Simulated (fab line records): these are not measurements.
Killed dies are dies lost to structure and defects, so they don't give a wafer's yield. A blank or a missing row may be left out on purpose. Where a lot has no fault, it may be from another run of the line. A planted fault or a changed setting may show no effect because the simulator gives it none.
fab line records	flow sky130
[record] lots = 24	wafers = 72	last-day = 51
route steps=708 shown LDD_N@244 METAL1@434 VIA1@459 CAPM@538 CAP2M@605
lots with no fault: from the same line, run without faults
start-h: the number of hours between the record's first day and the start of the first shown wafer of the lot	wait-h: hours since the lot's step before	" repeats the value in the row above	L1.1+2: a single row standing in for several wafers	- value missing, or start not given	* or withheld: withheld	< > ~ a bound
route shown NAME@n: NAME is a module with steps in the file, n the number in the route of the first one	usual: average and standard deviation across the fault-free wafers	same: alike in all rows	chamber/n: place in a boat	sites: readings site by site	_std_site: the values' standard deviation	_edge_site: mean of outer sites minus mean of inner sites	radius-mm: how far each site lies from the wafer's centre	mask NAME#n: copy n	behind: the most recent tool/chamber to have shaped the wafer	hold: the reason the lot was held/the length of the hold in hours/how it ended	device: the n, p or np transistor that did not switch	end of line: the same wafers' tests at the end of the route	for a step that has no rows: nothing shown but its recipe	killed: the dies lost at the first sort to structure and to defects; this is not the yield of the wafer	map: dies across one wafer; x = killed, . = not, _ = none there
set.NAME: the setting the step ran with; set.NAME@STEP: the setting that earlier step ran with	model.NAME: the simulator's own value behind a step, which no gauge read
a sample of lots followed through the steps of the route, with each step as a table and each wafer as a row
services: from which hour (start-h, from the record's first day; less than 0 if before it) a tool's chamber was out of use, for how many hours, and why
[[steps]]
[step SKY_LDD_N_OVL_MEAS_07]
[usual] LDD_N_OVL = -0.5/1.7
lot.wafer	tool	chamber	start-h	wait-h	LDD_N_OVL[nm]
L074.1	overlay-01	-	385.38	0.1	-2.7
L074.2	"	-	"	"	-2.6
L074.4	"	-	"	"	0.0
L075.1	overlay-01	-	410.45	0.1	1.8
L075.3	"	-	"	"	-0.8
L075.6	"	-	"	"	0.5
L076.3	overlay-02	-	433.13	0.1	-3.3
L076.4	"	-	"	"	-1.1
L076.6	"	-	"	"	-1.4
L078.2	overlay-01	-	433.14	0.1	-1.5
L078.3	"	-	"	"	-1.7
L078.5	"	-	"	"	-3.5
L077.1	overlay-02	-	440.23	0.1	-2.9
L077.4	"	-	"	"	-2.8
L077.5	"	-	"	"	-1.7
L079.1	overlay-02	-	458.41	0.1	-4.3
L079.4	"	-	"	"	-1.9
L079.5	"	-	"	"	-2.8
L080.1	overlay-01	-	473.23	0.1	-0.7
L080.4	"	-	"	"	2.3
L080.6	"	-	"	"	-0.4
L082.2	overlay-02	-	480.15	0.1	-1.7
L082.3	"	-	"	"	-0.4
L082.6	"	-	"	"	-2.3
L081.1	overlay-02	-	486.16	0.1	-2.9
L081.2	"	-	"	"	-1.0
L081.5	"	-	"	"	-3.0
L083.1	overlay-01	-	486.46	0.1	0.3
L083.2	"	-	"	"	1.8
L083.6	"	-	"	"	1.4
L084.3	overlay-02	-	489.75	0.1	-2.1
L084.4	"	-	"	"	-3.6
L084.6	"	-	"	"	-1.2
L087.1	overlay-01	-	541.71	0.1	1.7
L087.4	"	-	"	"	0.6
L087.6	"	-	"	"	0.2
L086.1	overlay-02	-	542.31	0.1	-1.2
L086.4	"	-	"	"	-2.7
L086.6	"	-	"	"	-3.5
L085.1	overlay-01	-	543.55	0.1	2.1
L085.5	"	-	"	"	1.1
L085.6	"	-	"	"	1.6
L088.1	overlay-01	-	543.91	0.1	0.3
L088.2	"	-	"	"	1.8
L088.6	"	-	"	"	2.6
L090.3	overlay-01	-	545.62	0.1	-1.5
L090.4	"	-	"	"	-0.8
L090.5	"	-	"	"	1.5
L089.1	overlay-01	-	546.26	0.1	1.0
L089.4	"	-	"	"	-0.1
L089.6	"	-	"	"	0.1
L091.2	overlay-02	-	549.07	0.1	0.4
L091.4	"	-	"	"	2.7
L091.5	"	-	"	"	2.3
L092.3	overlay-01	-	555.05	0.1	1.1
L092.4	"	-	"	"	3.5
L092.6	"	-	"	"	1.4
L093.1	overlay-02	-	566.66	0.1	-0.9
L093.5	"	-	"	"	-1.9
L093.6	"	-	"	"	-2.5
L094.1	overlay-01	-	579.11	0.1	0.9
L094.3	"	-	"	"	0.0
L094.4	"	-	"	"	0.2
L095.3	overlay-01	-	582.91	0.1	-0.2
L095.4	"	-	"	"	1.2
L095.5	"	-	"	"	0.3
L096.1	overlay-02	-	589.75	0.1	-0.6
L096.3	"	-	"	"	-0.6
L096.5	"	-	"	"	0.2
L097.2	overlay-02	-	605.49	0.1	-0.2
L097.5	"	-	"	"	0.1
L097.6	"	-	"	"	-2.1
[step SKY_METAL1_SPUTTER_00]
[recipe] material = Ti	target-thk-nm = 15	power-w = 3000	time-s = 10	chamber-pressure-pa = 0.4
[usual] throttle-valve-pct = 29.6/1.3
lot.wafer	tool	chamber	start-h	wait-h	throttle-valve-pct
L074.1	pvd-sputter-01	-	718.86	0.1	28.6
L074.2	"	-	"	"	31.3
L074.4	"	-	"	"	30.3
L075.1	pvd-sputter-01	-	744.83	0.2	28.4
L075.3	"	-	"	"	31.2
L075.6	"	-	"	"	28.6
L076.3	pvd-sputter-03	-	764.44	0.2	27.6
L076.4	"	-	"	"	28.8
L076.6	"	-	"	"	29.0
L078.2	pvd-sputter-01	-	768.11	0.2	28.5
L078.3	"	-	"	"	30.4
L078.5	"	-	"	"	30.3
L077.1	pvd-sputter-02	-	771.89	0.1	29.8
L077.4	"	-	"	"	30.4
L077.5	"	-	"	"	29.0
L079.1	pvd-sputter-02	-	791.37	0.1	29.4
L079.4	"	-	"	"	29.1
L079.5	"	-	"	"	30.4
L080.1	pvd-sputter-03	-	807.25	0.1	27.6
L080.4	"	-	"	"	28.8
L080.6	"	-	"	"	27.9
L082.2	pvd-sputter-03	-	808.54	0.1	30.5
L082.3	"	-	"	"	31.3
L082.6	"	-	"	"	30.8
L081.1	pvd-sputter-01	-	813.26	0.1	28.7
L081.2	"	-	"	"	30.6
L081.5	"	-	"	"	30.2
L083.1	pvd-sputter-03	-	813.91	0.2	27.8
L083.2	"	-	"	"	31.1
L083.6	"	-	"	"	31.0
L084.3	pvd-sputter-03	-	816.44	0.1	31.1
L084.4	"	-	"	"	30.7
L084.6	"	-	"	"	29.0
L087.1	pvd-sputter-01	-	858.96	0.2	28.2
L087.4	"	-	"	"	28.3
L087.6	"	-	"	"	31.2
L086.1	pvd-sputter-01	-	859.88	0.2	28.3
L086.4	"	-	"	"	31.1
L086.6	"	-	"	"	28.5
L085.1	pvd-sputter-03	-	860.53	0.2	27.6
L085.5	"	-	"	"	31.0
L085.6	"	-	"	"	28.8
L088.1	pvd-sputter-03	-	862.09	0.1	28.9
L088.2	"	-	"	"	30.8
L088.6	"	-	"	"	28.6
L090.3	pvd-sputter-03	-	865.16	0.2	31.0
L090.4	"	-	"	"	31.2
L090.5	"	-	"	"	28.9
L089.1	pvd-sputter-03	-	865.61	0.2	27.4
L089.4	"	-	"	"	29.1
L089.6	"	-	"	"	31.0
L091.2	pvd-sputter-03	-	866.31	0.1	27.5
L091.4	"	-	"	"	28.9
L091.5	"	-	"	"	27.4
L092.3	pvd-sputter-03	-	870.35	0.2	30.8
L092.4	"	-	"	"	27.6
L092.6	"	-	"	"	28.9
L093.1	pvd-sputter-01	-	882.82	0.2	31.2
L093.5	"	-	"	"	30.3
L093.6	"	-	"	"	28.3
L094.1	pvd-sputter-01	-	893.38	0.1	31.2
L094.3	"	-	"	"	28.4
L094.4	"	-	"	"	28.1
L095.3	pvd-sputter-01	-	893.82	0.2	30.2
L095.4	"	-	"	"	28.4
L095.5	"	-	"	"	28.4
L096.1	pvd-sputter-03	-	900.86	0.2	30.8
L096.3	"	-	"	"	29.0
L096.5	"	-	"	"	30.8
L097.2	pvd-sputter-03	-	915.68	0.1	30.7
L097.5	"	-	"	"	30.9
L097.6	"	-	"	"	31.0
[step SKY_VIA1_THK_MEAS_01]
[recipe] reads = SiO2_of_VIA1_HDPCVD_00
[usual] VIA1_HDPCVD_THK = 1001/9.9
lot.wafer	tool	chamber	start-h	wait-h	VIA1_HDPCVD_THK[nm]
L074.1	film-metro-03	-	748.40	0.1	994
L074.2	"	-	"	"	985
L074.4	"	-	"	"	983
L075.1	film-metro-03	-	773.14	0.1	1008
L075.3	"	-	"	"	1002
L075.6	"	-	"	"	999
L076.3	film-metro-03	-	792.21	0.1	982
L076.4	"	-	"	"	999
L076.6	"	-	"	"	991
L078.2	film-metro-03	-	795.97	0.1	1008
L078.3	"	-	"	"	1015
L078.5	"	-	"	"	1005
L077.1	film-metro-01	-	799.92	0.1	1016
L077.4	"	-	"	"	1012
L077.5	"	-	"	"	1014
L079.1	film-metro-02	-	819.73	0.1	990
L079.4	"	-	"	"	999
L079.5	"	-	"	"	994
L080.1	film-metro-02	-	835.90	0.1	998
L080.4	"	-	"	"	1006
L080.6	"	-	"	"	1010
L082.2	film-metro-01	-	836.69	0.1	1015
L082.3	"	-	"	"	1010
L082.6	"	-	"	"	1011
L081.1	film-metro-03	-	840.93	0.1	993
L081.2	"	-	"	"	1000
L081.5	"	-	"	"	1003
L083.1	film-metro-02	-	842.26	0.1	1013
L083.2	"	-	"	"	1012
L083.6	"	-	"	"	1022
L084.3	film-metro-02	-	844.02	0.1	1013
L084.4	"	-	"	"	1016
L084.6	"	-	"	"	1007
L087.1	film-metro-02	-	886.13	0.1	984
L087.4	"	-	"	"	978
L087.6	"	-	"	"	994
L086.1	film-metro-03	-	887.14	0.1	983
L086.4	"	-	"	"	1007
L086.6	"	-	"	"	996
L085.1	film-metro-02	-	887.65	0.1	1001
L085.5	"	-	"	"	995
L085.6	"	-	"	"	1000
L088.1	film-metro-01	-	889.86	0.1	995
L088.2	"	-	"	"	998
L088.6	"	-	"	"	979
L090.3	film-metro-01	-	892.27	0.1	1000
L090.4	"	-	"	"	991
L090.5	"	-	"	"	994
L089.1	film-metro-03	-	892.54	0.1	1012
L089.4	"	-	"	"	1005
L089.6	"	-	"	"	1019
L091.2	film-metro-03	-	893.55	0.1	992
L091.4	"	-	"	"	984
L091.5	"	-	"	"	986
L092.3	film-metro-03	-	897.01	0.1	995
L092.4	"	-	"	"	991
L092.6	"	-	"	"	996
L093.1	film-metro-03	-	910.37	0.1	1014
L093.5	"	-	"	"	991
L093.6	"	-	"	"	999
L094.1	film-metro-01	-	920.19	0.1	1011
L094.3	"	-	"	"	1006
L094.4	"	-	"	"	997
L095.3	film-metro-01	-	920.58	0.1	1005
L095.4	"	-	"	"	1005
L095.5	"	-	"	"	1000
L096.1	film-metro-01	-	926.83	0.1	1003
L096.3	"	-	"	"	999
L096.5	"	-	"	"	996
L097.2	film-metro-01	-	941.42	0.1	1001
L097.5	"	-	"	"	992
L097.6	"	-	"	"	1007
[step SKY_VIA1_CMP_24]
[recipe] stop-on = SiO2	t-overpolish-s = 15	down-force-psi = 3.5	platen-rpm = 60	target-thk-nm = 0	pad-velocity-m-s = 0.94248
[usual] motor-current-A = 11.7/2	overpolish-run-s = 15.001/0.0092	time-to-endpoint-s = 65.4/2.5
[same] t-overpolish-s = 15
lot.wafer	tool	chamber	start-h	wait-h	motor-current-A	overpolish-run-s	time-to-endpoint-s
L074.4	cmp-01	3	777.00	0.0	11.5	14.993	67.3
L074.1	"	1	"	"	9.3	14.996	67.0
L074.2	"	2	"	"	15.1	14.989	69.3
L075.1	cmp-01	3	800.99	0.1	10.3	15.011	63.2
L075.3	"	0	"	"	9.9	15.002	64.5
L075.6	"	3	"	"	11.6	15.003	64.0
L076.4	cmp-02	1	820.49	0.0	9.4	14.985	65.2
L076.3	"	3	"	"	11.9	15.005	63.7
L076.6	"	1	"	"	9.9	14.991	64.2
L078.3	cmp-02	3	824.26	0.1	12.6	15.002	67.3
L078.2	"	0	"	"	11.9	15.003	66.7
L078.5	"	3	"	"	12.0	14.995	64.0
L077.4	cmp-02	0	828.34	0.0	12.3	14.999	66.2
L077.1	"	3	"	"	12.3	15.014	65.1
L077.5	"	1	"	"	10.2	15.002	66.6
L079.4	cmp-02	1	847.70	0.1	9.7	15.001	66.7
L079.1	"	3	"	"	11.8	14.998	64.9
L079.5	"	1	"	"	10.1	14.995	66.7
L080.4	cmp-01	2	864.07	0.1	14.3	14.997	63.0
L080.1	"	3	"	"	10.9	15.001	63.5
L080.6	"	0	"	"	9.5	15.008	61.6
L082.2	cmp-01	3	864.42	0.1	11.2	15.008	65.7
L082.3	"	1	"	"	9.5	15.005	64.7
L082.6	"	3	"	"	11.0	15.013	65.9
L081.1	cmp-01	1	868.42	0.1	9.4	15.014	63.2
L081.2	"	2	"	"	14.7	14.990	68.5
L081.5	"	2	"	"	15.3	15.005	65.4
L083.2	cmp-02	2	870.07	0.1	14.5	14.998	61.4
L083.1	"	3	"	"	12.2	14.991	62.1
L083.6	"	1	"	"	9.7	15.004	62.6
L084.3	cmp-01	3	872.12	0.0	11.4	14.999	62.7
L084.4	"	1	"	"	9.5	15.012	62.7
L084.6	"	0	"	"	8.9	14.997	63.5
L087.4	cmp-02	0	912.91	0.2	12.4	14.991	63.4
L087.1	"	2	"	"	15.1	14.997	65.0
L087.6	"	0	"	"	12.9	14.987	64.7
L086.1	cmp-02	0	914.78	0.5	12.3	14.987	65.8
L086.4	"	3	"	"	11.8	15.012	65.1
L086.6	"	1	"	"	10.2	14.999	67.1
L085.1	cmp-02	2	915.08	0.1	14.6	15.005	63.8
L085.6	"	2	"	"	14.6	15.002	62.3
L085.5	"	3	"	"	11.5	15.006	64.0
L088.1	cmp-02	0	917.03	0.1	12.6	14.997	68.4
L088.2	"	1	"	"	10.3	14.993	67.4
L088.6	"	0	"	"	12.4	15.026	68.6
L090.3	cmp-02	2	919.11	0.1	13.7	14.994	68.9
L090.4	"	3	"	"	11.9	15.010	67.3
L090.5	"	1	"	"	10.4	14.996	67.7
L089.4	cmp-01	1	919.18	0.1	9.5	15.006	63.9
L089.1	"	3	"	"	11.9	14.999	65.5
L089.6	"	0	"	"	9.9	15.009	66.5
L091.4	cmp-01	2	920.40	0.1	15.1	14.999	68.5
L091.2	"	0	"	"	9.6	14.988	62.4
L091.5	"	1	"	"	9.5	14.988	63.8
L092.4	cmp-01	2	923.76	0.2	15.3	15.003	63.4
L092.3	"	0	"	"	9.7	14.994	63.0
L092.6	"	2	"	"	14.6	15.000	64.7
L093.1	cmp-01	0	936.38	0.1	9.4	14.999	67.8
L093.6	"	2	"	"	14.3	14.990	73.1
L093.5	"	3	"	"	12.1	15.002	69.9
L094.4	cmp-02	1	946.37	0.0	10.3	14.998	72.3
L094.3	"	2	"	"	14.7	15.014	68.5
L094.1	"	3	"	"	11.4	14.980	65.1
L095.4	cmp-02	1	946.77	0.1	10.1	14.997	66.1
L095.3	"	2	"	"	14.6	14.986	66.4
L095.5	"	0	"	"	12.8	15.013	62.3
L096.3	cmp-01	2	952.53	0.1	14.3	15.009	67.3
L096.1	"	3	"	"	11.3	14.993	64.7
L096.5	"	1	"	"	9.5	15.014	61.8
L097.2	cmp-01	0	966.72	0.1	9.5	15.002	64.5
L097.6	"	3	"	"	11.3	15.002	64.6
L097.5	"	0	"	"	9.7	14.989	64.1
[step SKY_CAPM_THK_MEAS_01]
[recipe] reads = SiO2_of_CAPM_CVD_00
[usual] CAPM_CVD_00_THK = 15.61/0.24
lot.wafer	tool	chamber	start-h	wait-h	CAPM_CVD_00_THK[nm]
L074.1	film-metro-01	-	835.40	-	15.27
L074.2	"	-	"	"	15.18
L074.4	"	-	"	"	15.58
L075.1	film-metro-02	-	858.40	-	15.07
L075.3	"	-	"	"	15.66
L075.6	"	-	"	"	15.53
L076.3	film-metro-02	-	877.04	-	15.02
L076.4	"	-	"	"	15.47
L076.6	"	-	"	"	15.33
L078.2	film-metro-04	-	879.70	-	15.90
L078.3	"	-	"	"	15.51
L078.5	"	-	"	"	15.68
L077.1	film-metro-04	-	884.30	-	15.20
L077.4	"	-	"	"	15.63
L077.5	"	-	"	"	15.34
L079.1	film-metro-01	-	903.35	-	15.98
L079.4	"	-	"	"	15.95
L079.5	"	-	"	"	16.15
L080.1	film-metro-01	-	918.43	-	15.48
L080.4	"	-	"	"	15.51
L080.6	"	-	"	"	15.84
L082.2	film-metro-01	-	918.80	-	15.64
L082.3	"	-	"	"	15.81
L082.6	"	-	"	"	15.67
L081.1	film-metro-04	-	923.23	-	15.49
L081.2	"	-	"	"	15.41
L081.5	"	-	"	"	15.65
L083.1	film-metro-02	-	923.88	-	15.76
L083.2	"	-	"	"	15.64
L083.6	"	-	"	"	16.04
L084.3	film-metro-04	-	926.12	-	15.49
L084.4	"	-	"	"	15.79
L084.6	"	-	"	"	15.97
L087.1	film-metro-02	-	965.11	-	15.63
L087.4	"	-	"	"	15.80
L087.6	"	-	"	"	15.87
L086.1	film-metro-02	-	967.14	-	15.70
L086.4	"	-	"	"	15.90
L086.6	"	-	"	"	15.72
L085.1	film-metro-01	-	967.82	-	15.32
L085.5	"	-	"	"	15.80
L085.6	"	-	"	"	15.72
L088.1	film-metro-02	-	969.70	-	15.41
L088.2	"	-	"	"	15.66
L088.6	"	-	"	"	15.61
L090.3	film-metro-02	-	971.74	-	15.73
L090.4	"	-	"	"	15.93
L090.5	"	-	"	"	15.95
L089.1	film-metro-02	-	972.53	-	15.64
L089.4	"	-	"	"	15.62
L089.6	"	-	"	"	15.96
L091.2	film-metro-01	-	972.84	-	15.34
L091.4	"	-	"	"	15.86
L091.5	"	-	"	"	15.99
L092.3	film-metro-04	-	975.71	-	15.66
L092.4	"	-	"	"	15.98
L092.6	"	-	"	"	15.75
L093.1	film-metro-02	-	988.27	-	15.79
L093.5	"	-	"	"	15.93
L093.6	"	-	"	"	15.92
L094.1	film-metro-01	-	997.78	-	15.64
L094.3	"	-	"	"	15.32
L094.4	"	-	"	"	15.58
L095.3	film-metro-02	-	998.68	-	15.38
L095.4	"	-	"	"	15.37
L095.5	"	-	"	"	15.43
L096.1	film-metro-02	-	1003.69	-	15.69
L096.3	"	-	"	"	15.27
L096.5	"	-	"	"	15.79
L097.2	film-metro-04	-	1016.59	-	15.38
L097.5	"	-	"	"	15.53
L097.6	"	-	"	"	15.75
[step SKY_CAP2M_SPUTTER_02]
[recipe] material = TiN	target-thk-nm = 200	temp-c = 300	power-w = 6500	time-s = 166.7	chamber-pressure-pa = 0.4
[usual] throttle-valve-pct = 29.9/1.1
lot.wafer	tool	chamber	start-h	wait-h	throttle-valve-pct
L074.1	pvd-sputter-02	-	916.96	0.1	30.5
L074.2	"	-	"	"	28.9
L074.4	"	-	"	"	29.3
L075.1	pvd-sputter-01	-	938.58	0.1	28.6
L075.3	"	-	"	"	30.2
L075.6	"	-	"	"	28.4
L076.3	pvd-sputter-02	-	955.59	0.0	29.8
L076.4	"	-	"	"	30.4
L076.6	"	-	"	"	30.3
L078.2	pvd-sputter-03	-	957.72	0.0	27.7
L078.3	"	-	"	"	30.6
L078.5	"	-	"	"	28.7
L077.1	pvd-sputter-01	-	962.38	0.1	28.6
L077.4	"	-	"	"	28.3
L077.5	"	-	"	"	28.2
L079.1	pvd-sputter-03	-	980.39	0.1	28.8
L079.4	"	-	"	"	27.9
L079.5	"	-	"	"	30.9
L080.1	pvd-sputter-02	-	994.51	0.1	31.3
L080.4	"	-	"	"	30.5
L080.6	"	-	"	"	29.7
L082.2	pvd-sputter-02	-	995.46	0.0	31.3
L082.3	"	-	"	"	29.1
L082.6	"	-	"	"	30.5
L081.1	pvd-sputter-02	-	999.05	0.1	29.5
L081.2	"	-	"	"	29.1
L081.5	"	-	"	"	30.3
L083.1	pvd-sputter-01	-	999.72	0.1	30.9
L083.2	"	-	"	"	28.3
L083.6	"	-	"	"	30.4
L084.3	pvd-sputter-03	-	1002.13	0.0	29.0
L084.4	"	-	"	"	30.8
L084.6	"	-	"	"	29.1
L087.1	pvd-sputter-01	-	1037.80	0.1	28.7
L087.4	"	-	"	"	30.2
L087.6	"	-	"	"	28.1
L086.1	pvd-sputter-03	-	1038.93	0.1	31.0
L086.4	"	-	"	"	28.6
L086.6	"	-	"	"	28.0
L085.1	pvd-sputter-02	-	1042.02	0.1	30.4
L085.5	"	-	"	"	30.5
L085.6	"	-	"	"	31.1
L088.1	pvd-sputter-02	-	1043.47	0.1	28.8
L088.2	"	-	"	"	29.5
L088.6	"	-	"	"	30.2
L090.3	pvd-sputter-02	-	1044.91	0.0	30.1
L090.4	"	-	"	"	29.1
L090.5	"	-	"	"	31.1
L089.1	pvd-sputter-01	-	1046.78	0.1	28.3
L089.4	"	-	"	"	30.2
L089.6	"	-	"	"	31.4
L091.2	pvd-sputter-03	-	1047.13	0.0	30.9
L091.4	"	-	"	"	29.1
L091.5	"	-	"	"	28.8
L092.3	pvd-sputter-01	-	1048.95	0.0	31.6
L092.4	"	-	"	"	28.5
L092.6	"	-	"	"	28.5
L093.1	pvd-sputter-02	-	1060.09	0.1	30.5
L093.5	"	-	"	"	29.1
L093.6	"	-	"	"	30.5
L094.1	pvd-sputter-02	-	1069.30	0.1	29.6
L094.3	"	-	"	"	30.4
L094.4	"	-	"	"	31.5
L095.3	pvd-sputter-02	-	1069.77	0.0	29.1
L095.4	"	-	"	"	29.6
L095.5	"	-	"	"	30.4
L096.1	pvd-sputter-02	-	1073.85	0.1	31.1
L096.3	"	-	"	"	29.5
L096.5	"	-	"	"	29.5
L097.2	pvd-sputter-02	-	1086.30	0.0	28.9
L097.5	"	-	"	"	29.4
L097.6	"	-	"	"	31.4
[[services]]
tool	chamber	start-h	hours	kind
pvd-sputter-01	-	729.11	5.1	repair
cmp-01	-	730.36	4.1	pm
cmp-02	-	744.00	4.0	pm
pvd-sputter-03	-	756.71	6.4	repair
pvd-sputter-03	-	766.97	2.8	repair
cmp-01	-	768.11	5.6	pm
cmp-01	-	779.00	8.9	pm
cmp-01	-	790.10	0.9	repair
pvd-sputter-02	-	798.21	108.1	repair
cmp-01	-	803.22	0.5	repair
pvd-sputter-03	-	824.89	4.6	repair
cmp-02	-	834.17	6.7	pm
cmp-02	-	842.16	1.8	repair
pvd-sputter-01	-	862.72	5.0	repair
cmp-01	-	912.00	4.0	pm
cmp-02	-	916.12	0.3	repair
cmp-02	-	922.79	2.2	repair
pvd-sputter-02	-	959.12	5.3	repair
cmp-02	-	974.12	4.5	pm
cmp-02	-	985.45	2.4	repair
cmp-02	-	988.12	0.4	repair
cmp-01	-	990.89	0.7	repair
cmp-01	-	1017.92	0.7	repair
pvd-sputter-03	-	1044.63	1.0	repair
[[key]]
fault none
